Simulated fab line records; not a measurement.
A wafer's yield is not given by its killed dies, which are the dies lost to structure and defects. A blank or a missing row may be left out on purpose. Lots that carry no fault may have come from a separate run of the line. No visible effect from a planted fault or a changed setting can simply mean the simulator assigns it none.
A struck lot beside a sound one + flow gf180mcu + 18 steps out of a route of 602
Sound: these wafers, L608.2, L608.3, L608.5. Struck: wafer L599.2. (L599.4, L599.5 of the same lot were not struck and are left out.) The cause comes at the end.
For every step that has rows: the tool of each side, followed by ch and its chambers, followed by its first start. Under that, the readings that differ: sound wafers + struck wafers + difference of the means + sigmas: that difference in standard deviations of wafers without a fault.
alike: words and numbers the same on both sides, and readings whose means are apart by under 2 such deviations; not compared: readings that were withheld, readings missing a value for some wafer, numbers with overlapping values and no deviation given by the record, and bounds like >300 which may hide the same value.
A row with sigmas, a row that says differs or no value, or rows on one side alone: a step with any of these is where the two part. Numbers that have no deviation but don't overlap get no sigmas and don't part them. A reading that every wafer of one side lacks parts them only if that side has two wafers or more.

first, 2 steps without rows for these wafers: GF_CONTACT_PEB_12 (peb time 90 s); GF_CONTACT_DEVELOP_13 (develop time 60 s).
GF_CONTACT_CD_MEAS_14: the cd target is 220 nm.
  sound on cd-sem-02 at day 22 06:10; struck on cd-sem-01 at day 19 08:40
  alike: cd-nm
GF_CONTACT_OVL_MEAS_15:
  sound on overlay-02 at day 22 06:16; struck on overlay-02 at day 19 08:46
  alike: CONTACT_OVL
GF_CONTACT_ETCH_16: etches BARC in N2/H2.
  sound on rie-diel-01 ch 0,1,3, day 22 06:17; struck on rie-diel-04 ch 0, day 19 08:47
| reading                     | sound             | struck | difference | sigmas |
|-----------------------------|-------------------|--------|------------|--------|
| drypump-motor-current-A (A) | 5.7 5.3 5.7       | 6.7    | +1.1       | +2     |
| oes-product-au (a.u.)       | 0.841 0.848 0.848 | 0.856  | +0.010     | +2     |
  alike: throttle-valve-pct
GF_CONTACT_ETCH_17: etches SiO2 in C4F8/O2/Ar, stops on CoSi2, target depth 860 nm.
  sound on rie-diel-01 ch 0,1,3; struck on rie-diel-04 ch 0
  alike: oes-product-au
GF_CONTACT_STRIP_18: strips in O2/N2.
  sound on plasma-asher-03 ch 0,1, day 22 06:28; struck on plasma-asher-03 ch 1, day 19 08:58
  alike: drypump-motor-current-A, heater-power-w, oes-product-au
  not compared: rf-hours-counter-h
then, 3 steps without rows for these wafers: GF_CONTACT_CLEAN_19 (cleans in SPM); GF_CONTACT_CLEAN_20 (cleans in DIW); GF_CONTACT_CLEAN_21 (cleans in dHF, time 20 s).
GF_CONTACT_SPUTTER_22: material Ti, target thk 15 nm, time 80.02 s.
  sound on pvd-sputter-01 at day 22 06:51; struck on pvd-sputter-03 at day 19 09:16
  alike: throttle-valve-pct
GF_CONTACT_SPUTTER_23: material TiN, target thk 10 nm, time 40 s.
  sound on pvd-sputter-01 at day 22 06:55; struck on pvd-sputter-03 at day 19 09:19
  alike: throttle-valve-pct
GF_CONTACT_CVD_24: deposits W, target thk 300 nm, time 90.339 s.
  sound on cvd-w-01 ch 0,1, day 22 06:57; struck on cvd-w-02 ch 0, day 19 09:22
| reading                               | sound             | struck | difference | sigmas |
|---------------------------------------|-------------------|--------|------------|--------|
| model.W_of_CONTACT_CVD_24.thk-nm (nm) | 298.6 303.3 304.5 | 102.8  | -199.3     |        |
  alike: heater-power-outer-w, heater-power-w
  not compared: since-wet-clean-h
GF_CONTACT_RS_MEAS_25: a four-point-probe measurement.
  sound on film-metro-03 at day 22 07:04; struck on film-metro-04 at day 19 09:29
| reading               | sound             | struck | difference | sigmas      |
|-----------------------|-------------------|--------|------------|-------------|
| CONTACT_W_RS (ohm/sq) | 0.383 0.378 0.376 | 1.139  | +0.760     | +99 or more |
GF_CONTACT_THK_MEAS_26: measures by xrf.
  sound on film-metro-03 at day 22 07:11; struck on film-metro-04 at day 19 09:35
| reading            | sound       | struck | difference | sigmas |
|--------------------|-------------|--------|------------|--------|
| CONTACT_W_THK (nm) | 298 303 304 | 101    | -201       | -40    |
GF_CONTACT_CMP_27: polishes, stops on SiO2, t overpolish 15 s, target thk 0 nm.
  sound on cmp-02 ch 0,2,3, day 22 07:14; struck on cmp-01 ch 1, day 19 09:41
| reading                | sound    | struck | difference | sigmas |
|------------------------|----------|--------|------------|--------|
| time-to-endpoint-s (s) | 73 77 76 | 26     | -49        | -13    |
  alike: motor-current-A
then, 2 steps without rows for these wafers: GF_M1_SPUTTER_00 (material Ti, target thk 37.5 nm, time 150 s); GF_PASSIVATION_PROBE_99.

## WHERE THEY PART
First at GF_CONTACT_ETCH_16; last, within this record, at GF_CONTACT_CMP_27.

WHY: whatever the simulator had introduced
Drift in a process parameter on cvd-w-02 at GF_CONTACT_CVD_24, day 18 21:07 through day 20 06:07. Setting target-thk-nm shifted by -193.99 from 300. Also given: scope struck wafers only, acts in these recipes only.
